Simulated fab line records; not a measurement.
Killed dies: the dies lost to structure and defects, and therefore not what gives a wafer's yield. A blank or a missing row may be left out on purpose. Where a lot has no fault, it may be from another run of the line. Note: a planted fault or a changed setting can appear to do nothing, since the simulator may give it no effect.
fab line records	flow sky130
[record] lots = 5	wafers = 15	lastDay = 49
route steps=708 shown METAL1@441 VIA1@458
lots that met no fault: taken from a fault-free run of the same line
startH: the number of hours between the record's first day and the start of the first shown wafer of the lot	waitH: hours elapsed since this lot's preceding step	" repeats the value in the row above	L1.1+2: a row that stands for several wafers	- no value, or no start given	* or withheld: withheld	< > ~ a bound
route shown NAME@n: a module of which the file shows steps, and the number in the route of the first	usual: the fault-free wafers' mean and standard deviation	same: alike in all rows	chamber/n: place in a boat	sites: per-site readings	_std_site: the values' standard deviation	_edge_site: inner sites' mean taken away from outer sites' mean	radiusMm: how far each site lies from the wafer's centre	mask NAME#n: copy n	behind: the tool/chamber that last shaped the wafer	hold: cause of the lot's hold/its duration in hours/its outcome	device: transistor that didn't switch, given as n, p or np	end of line: tests run on the same wafers once the route is complete	step lacking rows: just its recipe	killed: the dies lost at the first sort to structure and to defects; this is not the yield of the wafer	map: the dies of a wafer, with x for killed, . for not killed, _ for no die there
set.NAME: the run value of the setting; set.NAME@STEP: its run value at that earlier step	model.NAME: the simulator's own value behind a step, which no gauge read
certain route steps with their lots: each step a table, each wafer a row
services: when a tool's chamber went out of use (startH, in hours from the record's first day, below 0 if earlier), for how many hours, and the reason
[[steps]]
[step SKY_METAL1_DEHYDRATE_07]
[recipe] tempC = 200	timeS = 60
[usual] resistLineTempC = 23.01/0.098
lot.wafer	tool	chamber	startH	waitH	resistLineTempC
L074.2	lithoTrack-02	0	746.44	12.0	23.06
L074.3	"	0	"	"	23.03
L074.6	"	0	"	"	23.00
L080.4	lithoTrack-01	0	796.05	11.9	23.04
L080.5	"	0	"	"	23.27
L080.6	"	0	"	"	23.12
L081.2	lithoTrack-01	0	800.30	11.4	23.10
L081.3	"	0	"	"	23.00
L081.6	"	0	"	"	23.05
L093.2	lithoTrack-02	0	884.54	12.2	23.07
L093.3	"	0	"	"	23.05
L093.4	"	0	"	"	22.98
L094.2	lithoTrack-04	0	893.00	12.9	22.94
L094.4	"	0	"	"	22.90
L094.6	"	0	"	"	22.85
[step SKY_METAL1_HMDS_08]
[recipe] primeTimeS = 60	primeTempC = 120
[usual] resistLineTempC = 23.00/0.12
lot.wafer	tool	chamber	startH	waitH	resistLineTempC
L074.2	lithoTrack-02	0	746.59	0.1	23.15
L074.3	"	0	"	"	23.08
L074.6	"	0	"	"	23.05
L080.4	lithoTrack-01	0	796.20	0.1	23.01
L080.5	"	0	"	"	22.95
L080.6	"	0	"	"	23.08
L081.2	lithoTrack-01	0	800.45	0.1	22.88
L081.3	"	0	"	"	22.98
L081.6	"	0	"	"	22.87
L093.2	lithoTrack-02	0	884.69	0.1	22.86
L093.3	"	0	"	"	22.92
L093.4	"	0	"	"	23.03
L094.2	lithoTrack-04	0	893.15	0.1	22.84
L094.4	"	0	"	"	22.74
L094.6	"	0	"	"	23.06
[step SKY_METAL1_COAT_09]
[recipe] resist = BARC	tempC = withheld	timeS = withheld	spinRpm = 3000	resistThkNm = 60
[usual] resistLineTempC = *
lot.wafer	tool	chamber	startH	waitH	resistLineTempC
L074.2	lithoTrack-02	0	746.74	0.1	*
L074.3	"	0	"	"	*
L074.6	"	0	"	"	*
L080.4	lithoTrack-01	0	796.35	0.1	*
L080.5	"	0	"	"	*
L080.6	"	0	"	"	*
L081.2	lithoTrack-01	0	800.60	0.1	*
L081.3	"	0	"	"	*
L081.6	"	0	"	"	*
L093.2	lithoTrack-02	0	884.84	0.1	*
L093.3	"	0	"	"	*
L093.4	"	0	"	"	*
L094.2	lithoTrack-04	0	893.30	0.1	*
L094.4	"	0	"	"	*
L094.6	"	0	"	"	*
[step SKY_METAL1_COAT_10]
[recipe] resist = KrF-thick	spinRpm = 3000	resistThkNm = 450
[usual] resistLineTempC = 23.00/0.11
lot.wafer	tool	chamber	startH	waitH	resistLineTempC
L074.2	lithoTrack-02	0	-	-	23.14
L074.3	"	0	"	"	22.97
L074.6	"	0	"	"	23.08
L080.4	lithoTrack-01	0	-	-	23.03
L080.5	"	0	"	"	23.07
L080.6	"	0	"	"	22.99
L081.2	lithoTrack-01	0	-	-	23.09
L081.3	"	0	"	"	23.03
L081.6	"	0	"	"	23.05
L093.2	lithoTrack-02	0	-	-	23.10
L093.3	"	0	"	"	22.98
L093.4	"	0	"	"	22.98
L094.2	lithoTrack-04	0	-	-	23.05
L094.4	"	0	"	"	23.09
L094.6	"	0	"	"	23.19
[step SKY_METAL1_SOFTBAKE_11]
[recipe] tempC = 100	timeS = 90	resist = KrF-thick
[usual] resistLineTempC = 23.01/0.1
lot.wafer	tool	chamber	startH	waitH	resistLineTempC
L074.2	lithoTrack-02	0	-	-	23.05
L074.3	"	0	"	"	23.07
L074.6	"	0	"	"	23.09
L080.4	lithoTrack-01	0	-	-	22.88
L080.5	"	0	"	"	23.03
L080.6	"	0	"	"	22.94
L081.2	lithoTrack-01	0	-	-	23.03
L081.3	"	0	"	"	22.83
L081.6	"	0	"	"	23.01
L093.2	lithoTrack-02	0	-	-	23.06
L093.3	"	0	"	"	23.03
L093.4	"	0	"	"	23.03
L094.2	lithoTrack-04	0	-	-	23.11
L094.4	"	0	"	"	22.94
L094.6	"	0	"	"	23.00
[step SKY_METAL1_EXPOSE_12]
[recipe] maskId = MM1	na = 0.8	sourceShape = annular	sigmaInner = 0.55	sigmaOuter = 0.85	targetCdNm = 140	doseMj = 28
lot.wafer	tool	chamber	startH	waitH	mask
L074.2+3+6	krfScanner-01	0	-	-	MM1#0
L080.4+5+6	krfScanner-02	0	-	-	MM1#0
L081.2+3+6	krfScanner-01	0	-	-	MM1#0
L093.2+3+4	krfScanner-01	0	-	-	MM1#0
L094.2+4+6	krfScanner-02	0	-	-	MM1#0
[step SKY_METAL1_PEB_13]
[recipe] pebTempC = withheld	pebTimeS = withheld	resist = KrF-thick
[usual] resistLineTempC = *
lot.wafer	tool	chamber	startH	waitH	resistLineTempC
L074.2	lithoTrack-01	0	-	-	*
L074.3	"	0	"	"	*
L074.6	"	0	"	"	*
L080.4	lithoTrack-01	0	-	-	*
L080.5	"	0	"	"	*
L080.6	"	0	"	"	*
L081.2	lithoTrack-01	0	-	-	*
L081.3	"	0	"	"	*
L081.6	"	0	"	"	*
L093.2	lithoTrack-02	0	-	-	*
L093.3	"	0	"	"	*
L093.4	"	0	"	"	*
L094.2	lithoTrack-02	0	-	-	*
L094.4	"	0	"	"	*
L094.6	"	0	"	"	*
[step SKY_METAL1_DEVELOP_14]
[recipe] developTimeS = 60	resist = KrF-thick	devTempC = 21
[usual] resistLineTempC = 23.00/0.1
lot.wafer	tool	chamber	startH	waitH	resistLineTempC
L074.2	lithoTrack-01	0	-	-	23.16
L074.3	"	0	"	"	23.04
L074.6	"	0	"	"	23.07
L080.4	lithoTrack-01	0	-	-	22.76
L080.5	"	0	"	"	22.83
L080.6	"	0	"	"	22.78
L081.2	lithoTrack-01	0	-	-	23.21
L081.3	"	0	"	"	23.11
L081.6	"	0	"	"	23.27
L093.2	lithoTrack-02	0	-	-	22.95
L093.3	"	0	"	"	22.94
L093.4	"	0	"	"	23.08
L094.2	lithoTrack-02	0	-	-	23.05
L094.4	"	0	"	"	22.82
L094.6	"	0	"	"	22.89
[step SKY_METAL1_CD_MEAS_15]
[recipe] targetCdNm = 140
[usual] cdNm = 140.0/1.8
lot.wafer	tool	chamber	startH	waitH	cdNm
L074.2	cdSem-02	-	760.55	-	141.0
L074.3	"	-	"	"	140.5
L074.6	"	-	"	"	141.2
L080.4	cdSem-02	-	809.69	-	138.6
L080.5	"	-	"	"	139.3
L080.6	"	-	"	"	138.5
L081.2	cdSem-02	-	814.60	-	142.9
L081.3	"	-	"	"	140.2
L081.6	"	-	"	"	141.0
L093.2	cdSem-02	-	897.90	-	140.2
L093.3	"	-	"	"	139.2
L093.4	"	-	"	"	140.4
L094.2	cdSem-02	-	905.06	-	139.4
L094.4	"	-	"	"	139.0
L094.6	"	-	"	"	137.8
[step SKY_METAL1_OVL_MEAS_16]
[usual] METAL1_OVL = -1/4.9
lot.wafer	tool	chamber	startH	waitH	METAL1_OVL[nm]
L074.2	overlay-01	-	760.65	0.1	-8
L074.3	"	-	"	"	-11
L074.6	"	-	"	"	-7
L080.4	overlay-02	-	809.76	0.1	1
L080.5	"	-	"	"	-6
L080.6	"	-	"	"	2
L081.2	overlay-02	-	814.70	0.1	-2
L081.3	"	-	"	"	0
L081.6	"	-	"	"	0
L093.2	overlay-01	-	898.01	0.1	5
L093.3	"	-	"	"	7
L093.4	"	-	"	"	5
L094.2	overlay-01	-	905.17	0.1	6
L094.4	"	-	"	"	3
L094.6	"	-	"	"	0
[step SKY_METAL1_DESCUM_17]
[recipe] chemistry = O2	sourcePowerW = 150	biasPowerW = 0	pressureMtorr = 10	tempC = 40	timeS = 8
[usual] chamberPressureMTorr = 10.000/0.009	drypumpMotorCurrentA = 5.8/0.47	heBacksideLeakSccm = 3.47/0.22	oesProductAu = 1.000/0.0072
lot.wafer	tool	chamber	startH	waitH	chamberPressureMTorr	drypumpMotorCurrentA	heBacksideLeakSccm	oesProductAu	rfHoursCounterH
L074.2	rieMetal-03	0	760.68	0.0	9.993	6.4	3.72	0.997	0
L074.3	"	1	"	"	10.005	6.1	3.17	0.990	-
L074.6	"	1	"	"	10.005	6.0	3.38	0.995	-
L080.4	rieMetal-01	0	809.81	0.0	9.999	5.6	3.30	0.995	-
L080.5	"	0	"	"	10.001	5.6	3.18	1.001	-
L080.6	"	0	"	"	10.000	5.6	3.21	0.988	-
L081.2	rieMetal-01	0	814.74	0.0	9.988	5.6	3.55	1.005	-
L081.3	"	0	"	"	10.017	5.6	3.50	0.988	-
L081.6	"	0	"	"	9.998	5.6	3.55	0.997	-
L093.2	rieMetal-04	0	898.04	0.0	9.996	4.6	3.43	1.010	8
L093.3	"	1	"	"	9.978	5.9	3.49	0.996	-
L093.4	"	0	"	"	9.986	4.6	3.49	1.000	-
L094.2	rieMetal-01	0	905.20	0.0	10.009	5.6	3.15	1.005	4
L094.4	"	0	"	"	10.006	5.6	3.14	1.000	-
L094.6	"	1	"	"	9.996	5.6	3.65	1.005	-
[step SKY_METAL1_ETCH_18]
[recipe] chemistry = N2/H2	target = BARC	ionEnergyEv = 200	biasW = 100	pressureMtorr = 30	n2FlowSccm = 100	h2FlowSccm = 200	icpW = 500	stopOn = SiO2	timeS = 45.9	targetDepthA = 600
[usual] chamberPressureMTorr = 30.000/0.026	drypumpMotorCurrentA = 5.8/0.47	heBacksideLeakSccm = 3.45/0.26	oesProductAu = 0.855/0.0049	throttleValvePct = 13.225/0.0092
lot.wafer	tool	chamber	startH	waitH	chamberPressureMTorr	drypumpMotorCurrentA	heBacksideLeakSccm	oesProductAu	rfHoursCounterH	throttleValvePct
L074.2	rieMetal-03	0	760.71	0.0	29.979	6.4	4.42	0.848	0	13.232
L074.3	"	1	"	"	29.979	6.1	3.33	0.861	-	13.225
L074.6	"	1	"	"	30.023	6.1	2.97	0.851	-	13.217
L080.4	rieMetal-01	0	809.91	0.1	30.049	5.6	3.36	0.857	-	13.221
L080.5	"	0	"	"	29.997	5.6	3.31	0.851	-	13.220
L080.6	"	0	"	"	30.005	5.6	3.56	0.846	-	13.214
L081.2	rieMetal-01	0	814.82	0.1	30.001	5.6	3.40	0.842	-	13.228
L081.3	"	0	"	"	29.968	5.6	3.28	0.851	-	13.220
L081.6	"	0	"	"	30.017	5.6	3.40	0.847	-	13.218
L093.2	rieMetal-04	0	898.07	0.0	30.035	4.7	3.35	0.857	8	13.241
L093.3	"	1	"	"	29.994	5.9	3.47	0.849	-	13.246
L093.4	"	0	"	"	29.998	4.7	3.52	0.851	-	13.248
L094.2	rieMetal-01	0	905.23	0.0	30.020	5.6	3.32	0.858	4	13.209
L094.4	"	0	"	"	29.975	5.6	3.39	0.861	-	13.230
L094.6	"	1	"	"	29.998	5.6	3.71	0.859	-	13.213
[step SKY_METAL1_METAL_ETCH_19]
[recipe] targetDepthA = 3600	stopOn = SiO2	overEtchFrac = 0.3	timeS = 78	chemistry = Cl2/BCl3	resistSidewallDeg = 88	pressureMtorr = 10	icpW = 900	biasW = 48.5	Cl2_flow_sccm = 60	bcl3FlowSccm = 30
[usual] chamberPressureMTorr = 10.001/0.0089	drypumpMotorCurrentA = 5.8/0.47	heBacksideLeakSccm = 3.46/0.26	mfcCl2Sccm = 60.01/0.17	oesProductAu = 0.854/0.0052	throttleValvePct = 22.265/0.0099
[same] overEtchFrac = 0.3
lot.wafer	tool	chamber	startH	waitH	chamberPressureMTorr	drypumpMotorCurrentA	heBacksideLeakSccm	mfcCl2Sccm	oesProductAu	rfHoursCounterH	throttleValvePct
L074.2	rieMetal-03	0	760.78	0.0	10.000	6.4	3.71	60.09	0.853	0	22.257
L074.3	"	1	"	"	10.002	6.0	3.41	60.35	0.846	-	22.282
L074.6	"	1	"	"	9.999	6.1	3.27	60.44	0.847	-	22.255
L080.4	rieMetal-01	0	810.06	0.1	10.016	5.6	3.49	60.18	0.851	-	22.275
L080.5	"	0	"	"	9.996	5.6	3.41	59.88	0.854	-	22.267
L080.6	"	0	"	"	9.987	5.6	3.54	60.06	0.849	-	22.276
L081.2	rieMetal-01	0	814.95	0.1	9.994	5.6	3.43	60.02	0.850	-	22.255
L081.3	"	0	"	"	9.996	5.5	3.39	60.39	0.848	-	22.269
L081.6	"	0	"	"	10.007	5.6	3.52	59.99	0.854	-	22.251
L093.2	rieMetal-04	0	898.13	0.0	10.014	4.6	3.46	59.67	0.857	8	22.276
L093.3	"	1	"	"	9.990	5.9	3.74	60.02	0.853	-	22.268
L093.4	"	0	"	"	10.017	4.7	3.54	59.93	0.862	-	22.272
L094.2	rieMetal-01	0	905.29	0.0	10.010	5.6	3.42	60.17	0.858	4	22.271
L094.4	"	0	"	"	10.018	5.6	3.35	59.91	0.854	-	22.257
L094.6	"	1	"	"	10.005	5.6	3.47	59.76	0.847	-	22.255
[step SKY_METAL1_STRIP_20]
[recipe] chemistry = O2/N2	powerW = 1400	pressureMtorr = 1500	platenTempC = withheld	o2FlowSccm = 3000	n2FlowSccm = 300	overashFraction = 0.5
[usual] chamberPressureMTorr = 1499.7/2.8	drypumpMotorCurrentA = 5.7/0.33	oesProductAu = 0.344/0.0048	stripTimeToEndpointS = 2.703/0.029
lot.wafer	tool	chamber	startH	waitH	chamberPressureMTorr	drypumpMotorCurrentA	oesProductAu	rfHoursCounterH	stripTimeToEndpointS
L074.2	plasmaAsher-01	1	760.87	0.1	1499.6	6.1	0.346	1	2.715
L074.3	"	1	"	"	1500.0	6.0	0.343	-	2.724
L074.6	"	1	"	"	1500.8	6.0	0.353	-	2.757
L080.4	plasmaAsher-04	1	810.18	0.1	1499.4	5.8	0.337	-	2.694
L080.5	"	1	"	"	1500.5	5.8	0.341	-	2.693
L080.6	"	0	"	"	1500.8	5.3	0.342	-	2.691
L081.2	plasmaAsher-04	1	815.10	0.1	1499.4	5.8	0.352	101	2.681
L081.3	"	1	"	"	1500.0	5.8	0.334	-	2.674
L081.6	"	1	"	"	1499.8	5.8	0.342	-	2.686
L093.2	plasmaAsher-04	1	898.22	0.1	1499.8	5.8	0.336	110	2.709
L093.3	"	1	"	"	1500.2	5.8	0.342	-	2.707
L093.4	"	0	"	"	1500.3	5.3	0.345	-	2.711
L094.2	plasmaAsher-02	1	905.38	0.1	1500.2	5.4	0.347	49	2.731
L094.4	"	0	"	"	1497.8	6.2	0.343	-	2.741
L094.6	"	0	"	"	1499.2	6.2	0.346	-	2.708
[step SKY_METAL1_STRIP_21]
[recipe] chemistry = postEtchResidueRemover	timeS = 1200	tempC = 72.5
lot.wafer	tool	chamber	startH	waitH
L074.2+3+6	wetBench-04	0	760.97	0.1
L080.4+5+6	wetBench-02	1	810.25	0.0
L081.2+3+6	wetBench-01	3	815.20	0.1
L093.2+3+4	wetBench-02	1	898.32	0.1
L094.2+4+6	wetBench-01	1	905.48	0.1
[step SKY_METAL1_CLEAN_22]
[recipe] chemistry = IPA	timeS = 180	tempC = 25
lot.wafer	tool	chamber	startH	waitH
L074.2+3+6	wetBench-04	2	761.31	0.0
L080.4+5+6	wetBench-04	2	811.00	0.0
L081.2+3+6	wetBench-04	0	815.54	0.0
L093.2+3+4	wetBench-04	2	899.00	0.0
L094.2+4+6	wetBench-01	3	905.82	0.0
[step SKY_METAL1_CLEAN_23]
[recipe] chemistry = O3/DIW	dry = n2Spin
lot.wafer	tool	chamber	startH	waitH
L074.2+3+6	wetBench-04	3	761.37	0.0
L080.4+5+6	wetBench-01	0	811.06	0.0
L081.2+3+6	wetBench-04	3	815.60	0.0
L093.2+3+4	wetBench-01	0	899.06	0.0
L094.2+4+6	wetBench-01	3	905.88	0.0
[step SKY_VIA1_HDPCVD_00]
[recipe] material = SiO2	targetThkNm = 1030	sigmaOpenFrac = 0.3	timeS = 171.7	tempC = 400	sih4FlowSccm = 60	pressureMtorr = 6
lot.wafer	tool	chamber	startH	waitH
L074.2+3+6	hdpcvd-01	1,0,0	761.46	0.0
L080.4+5+6	hdpcvd-01	0,2,1	811.20	0.1
L081.2+3+6	hdpcvd-01	2,0,2	815.69	0.0
L093.2+3+4	hdpcvd-02	1,2,0	899.15	0.0
L094.2+4+6	hdpcvd-02	2,0,2	905.97	0.0
[step SKY_VIA1_THK_MEAS_01]
[recipe] reads = SiO2_of_VIA1_HDPCVD_00
[usual] VIA1_HDPCVD_THK = 1026/10
lot.wafer	tool	chamber	startH	waitH	VIA1_HDPCVD_THK[nm]
L074.2	filmMetro-04	-	761.58	0.1	1038
L074.3	"	-	"	"	1033
L074.6	"	-	"	"	1024
L080.4	filmMetro-04	-	811.29	0.0	1026
L080.5	"	-	"	"	1019
L080.6	"	-	"	"	1013
L081.2	filmMetro-04	-	815.82	0.1	1036
L081.3	"	-	"	"	1016
L081.6	"	-	"	"	1023
L093.2	filmMetro-04	-	899.28	0.1	1001
L093.3	"	-	"	"	1019
L093.4	"	-	"	"	1028
L094.2	filmMetro-01	-	906.10	0.1	1022
L094.4	"	-	"	"	1027
L094.6	"	-	"	"	1016
[[services]]
tool	chamber	startH	hours	kind
wetBench-01	-	724.04	30.6	repair
krfScanner-02	-	733.13	4.4	pm
plasmaAsher-01	-	733.75	9.0	pm
wetBench-01	-	756.97	5.0	repair
krfScanner-01	-	768.99	1.0	pm
rieMetal-01	0	775.69	-	clean
plasmaAsher-01	-	778.12	14.7	pm
rieMetal-03	1	782.05	7.8	repair
krfScanner-01	-	783.19	0.8	pm
rieMetal-01	-	783.44	0.3	repair
krfScanner-01	-	793.78	0.2	repair
rieMetal-01	1	807.13	8.2	repair
krfScanner-02	-	815.85	1.3	pm
rieMetal-01	-	823.42	4.0	pm
krfScanner-01	-	823.83	1.3	pm
krfScanner-02	-	826.66	0.8	pm
plasmaAsher-02	-	843.76	0.5	repair
krfScanner-02	-	848.79	1.0	pm
rieMetal-04	-	869.38	0.2	repair
plasmaAsher-04	-	870.05	0.7	repair
krfScanner-02	-	885.04	0.7	repair
hdpcvd-01	-	892.22	6.0	pm
rieMetal-03	1	894.38	13.9	repair
krfScanner-02	-	894.95	3.6	repair
[[key]]
fault none
